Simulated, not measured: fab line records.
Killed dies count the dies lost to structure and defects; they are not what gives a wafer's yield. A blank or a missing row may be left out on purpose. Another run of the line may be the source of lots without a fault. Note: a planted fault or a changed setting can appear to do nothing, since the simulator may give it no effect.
fab line records + flow sfq-line
record:
- lots: 14
- wafers: 42
- last-day: 100
route steps=325 shown M8@313
lots that met no fault: from a run of the same line without faults
start-h: start of the lot's first displayed wafer, in hours after the record's first day + wait-h: time in hours since the lot's previous step + " identical to the entry in the row above + L1.1+2: one row covering several wafers at once + - no value present, or no start provided + * or withheld: withheld + < > ~ a bound
route shown NAME@n: a module of which the file shows steps, and the number in the route of the first + usual: average and standard deviation across the fault-free wafers + same: alike in all rows + chamber/n: place in a boat + sites: readings site by site + _std_site: the standard deviation of these + _edge_site: inner sites' mean taken away from outer sites' mean + radius-mm: how far each site lies from the wafer's centre + mask NAME#n: copy n + behind: the tool/chamber that last shaped the wafer + hold: cause of the lot's hold/its duration in hours/its outcome + device: transistor that didn't switch, given as n, p or np + end of line: the same wafers' tests at the end of the route + step lacking rows: just its recipe + killed: the dies lost at the first sort to structure and to defects; this is not the yield of the wafer + map: dies across one wafer; x = killed, . = not, _ = none there
set.NAME: setting as actually run; set.NAME@STEP: the setting as run at that earlier step + model.NAME: the simulator's own value behind a step, which no gauge read
route steps across a sampled set of lots; one table per step, one row per wafer
== steps ==
step: SFQ_TRILAYER_M8_LITHO_COAT_193
recipe:
- resist: KrF
- spin-rpm: 3000
- resist-thk-nm: 600
usual:
- dispense-pressure-kPa: 50/3.8
- spin-speed-rpm: 3000.0/1.7
| lot.wafer | tool           | chamber | start-h | wait-h | dispense-pressure-kPa | spin-speed-rpm |
|-----------|----------------|---------|---------|--------|-----------------------|----------------|
| L478.1    | litho-track-01 | 0       | 1920    | -      | 54                    | 3000.7         |
| L478.2    | "              | 0       | "       | "      | 54                    | 3002.0         |
| L478.3    | "              | 0       | "       | "      | 54                    | 2999.6         |
| L479.1    | litho-track-04 | 0       | 1951    | -      | 53                    | 2999.2         |
| L479.3    | "              | 0       | "       | "      | 53                    | 3000.8         |
| L479.5    | "              | 0       | "       | "      | 53                    | 3002.2         |
| L480.2    | litho-track-03 | 0       | 1954    | -      | 46                    | 2997.0         |
| L480.4    | "              | 0       | "       | "      | 46                    | 2995.4         |
| L480.6    | "              | 0       | 1955    | -      | 46                    | 2998.6         |
| L481.2    | litho-track-01 | 0       | 1956    | -      | 54                    | 2998.4         |
| L481.3    | "              | 0       | "       | "      | 54                    | 2998.0         |
| L481.6    | "              | 0       | "       | "      | 54                    | 2997.6         |
| L482.2    | litho-track-03 | 0       | 1961    | -      | 46                    | 3000.7         |
| L482.4    | "              | 0       | "       | "      | 46                    | 3000.5         |
| L482.6    | "              | 0       | 1962    | -      | 46                    | 2999.1         |
| L483.1    | litho-track-04 | 0       | 1962    | -      | 53                    | 3001.9         |
| L483.4    | "              | 0       | 1963    | -      | 53                    | 2997.8         |
| L483.5    | "              | 0       | "       | "      | 53                    | 2997.5         |
| L484.1    | litho-track-01 | 0       | 2035    | -      | 54                    | 3001.9         |
| L484.4    | "              | 0       | "       | "      | 54                    | 3000.2         |
| L484.5    | "              | 0       | "       | "      | 54                    | 3000.2         |
| L485.1    | litho-track-03 | 0       | 2128    | -      | 46                    | 3000.1         |
| L485.3    | "              | 0       | "       | "      | 46                    | 3002.4         |
| L485.5    | "              | 0       | "       | "      | 46                    | 2998.4         |
| L486.1    | litho-track-04 | 0       | 2135    | -      | 53                    | 2996.4         |
| L486.2    | "              | 0       | "       | "      | 53                    | 3001.2         |
| L486.4    | "              | 0       | "       | "      | 53                    | 2998.3         |
| L487.3    | litho-track-01 | 0       | 2242    | -      | 54                    | 3001.6         |
| L487.4    | "              | 0       | "       | "      | 54                    | 2997.8         |
| L487.6    | "              | 0       | "       | "      | 54                    | 3001.9         |
| L488.1    | litho-track-03 | 0       | 2267    | -      | 46                    | 2998.0         |
| L488.3    | "              | 0       | "       | "      | 46                    | 2997.4         |
| L488.5    | "              | 0       | 2268    | -      | 46                    | 3000.3         |
| L494.1    | litho-track-01 | 0       | 2301    | -      | 54                    | 2949.4         |
| L494.5    | "              | 0       | "       | "      | 54                    | 2949.0         |
| L494.6    | "              | 0       | "       | "      | 54                    | 2948.6         |
| L496.3    | litho-track-01 | 0       | 2310    | -      | 54                    | 2947.3         |
| L496.5    | "              | 0       | 2311    | -      | 54                    | 2946.4         |
| L496.6    | "              | 0       | "       | "      | 54                    | 2947.0         |
| L501.1    | litho-track-03 | 0       | 2338    | -      | 46                    | 3002.4         |
| L501.3    | "              | 0       | "       | "      | 46                    | 3001.3         |
| L501.6    | "              | 0       | "       | "      | 46                    | 3000.6         |
== key ==
first-sign:
- step: SFQ_TRILAYER_M8_LITHO_COAT_193
- reading: spin-speed-rpm
- direction: down
- sigmas: 31
- usual: 3000.0
- struck: 2948.0
effect none on later readings
met-at SFQ_TRILAYER_M8_LITHO_COAT_193
struck-lots L494,L496
onset-between 2242 2301
fault:
- kind: process-parameter-drift
- tool: litho-track-01
- chamber: -
- onset-h: 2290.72
- steps: SFQ_TRILAYER_M8_LITHO_COAT_193
- channel: spin-rpm
- offset: -51.234
- shape: step
- end-h: 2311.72
- acts-in: these-recipes-only
- stated: 3000
